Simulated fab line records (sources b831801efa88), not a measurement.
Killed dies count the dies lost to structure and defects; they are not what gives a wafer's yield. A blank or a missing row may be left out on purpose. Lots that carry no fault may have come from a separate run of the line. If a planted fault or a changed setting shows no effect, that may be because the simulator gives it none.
2 desks looking at one fault || flow gf180mcu || each desk holds nothing but its own numbers, with what lay behind them at the end

== THE METROLOGY DESK ==
What the gauges read for every lot (on any tool): the sampled wafers with a number, averaged. Any lot whose mean is over 4 standard deviations away from the usual mean is out of limits and marked OUT; that distance is given in the brackets.
Columns: A = STI_OXIDATION_THK at GF_STI_THK_MEAS_02, usual 9.99 nm; B = STI_CVD_03_THK at GF_STI_THK_MEAS_04, usual 207.0 nm; C = cdNm at GF_STI_CD_MEAS_12, usual 219.9 nm
{"lot": "L897", "first seen here": "day 2 00:44", "A": 9.88, "B": 209.4, "C": 218.0}
{"lot": "L900", "first seen here": "day 2 12:40", "A": 9.88, "B": 209.7, "C": 221.5}
{"lot": "L903", "first seen here": "day 3 04:17", "A": 10.36, "B": 208.2, "C": 219.8}
{"lot": "L904", "first seen here": "day 3 08:31", "A": 10.26, "B": 207.9, "C": 220.3}
{"lot": "L912", "first seen here": "day 5 00:49", "A": 10.36, "B": 205.7, "C": 219.5}
This desk found nothing out of limits on any of the 5 lots.

== THE TOOL OWNER'S DESK: rieSi-02 ==
The tool's own readings at GF_STI_ETCH_14 (etches Si in HBr/Cl2/O2, target depth 360 nm, time 102.9 s): means of the sampled wafers that have a number, for each lot that ran on this tool. Any lot whose mean is over 4 standard deviations away from the usual mean is out of limits and marked OUT; that distance is given in the brackets.
Columns: A = biasW at GF_STI_ETCH_14, usual 150.0 W; B = drypumpMotorCurrentA at GF_STI_ETCH_14, usual 5.9 A; C = oesProductAu at GF_STI_ETCH_14, usual 0.996 a.u.; D = runLengthS at GF_STI_ETCH_14, usual 131.4 s; E = throttleValvePct at GF_STI_ETCH_14, usual 25.659 %
{"lot": "L897", "first seen here": "day 2 14:26", "A": 150.1, "B": 6.1, "C": 0.997, "D": 131.1, "E": 25.664}
{"lot": "L900", "first seen here": "day 3 01:35", "A": 149.4, "B": 6.2, "C": 1.000, "D": 131.5, "E": 25.654}
{"lot": "L904", "first seen here": "day 3 23:25", "A": 150.1, "B": 5.9, "C": 1.001, "D": 131.8, "E": 25.658}
{"lot": "L912", "first seen here": "day 5 18:00", "A": 149.6, "B": 5.8, "C": 0.989, "D": 133.2, "E": 25.655}
This desk found nothing out of limits on any of the 4 lots.

== TAKEN TOGETHER ==
At the metrology desk, nothing out of limits was observed.
Nothing out of limits was seen by the tool owner's desk.

== WHAT WAS PUT IN BY THE SIMULATOR ==
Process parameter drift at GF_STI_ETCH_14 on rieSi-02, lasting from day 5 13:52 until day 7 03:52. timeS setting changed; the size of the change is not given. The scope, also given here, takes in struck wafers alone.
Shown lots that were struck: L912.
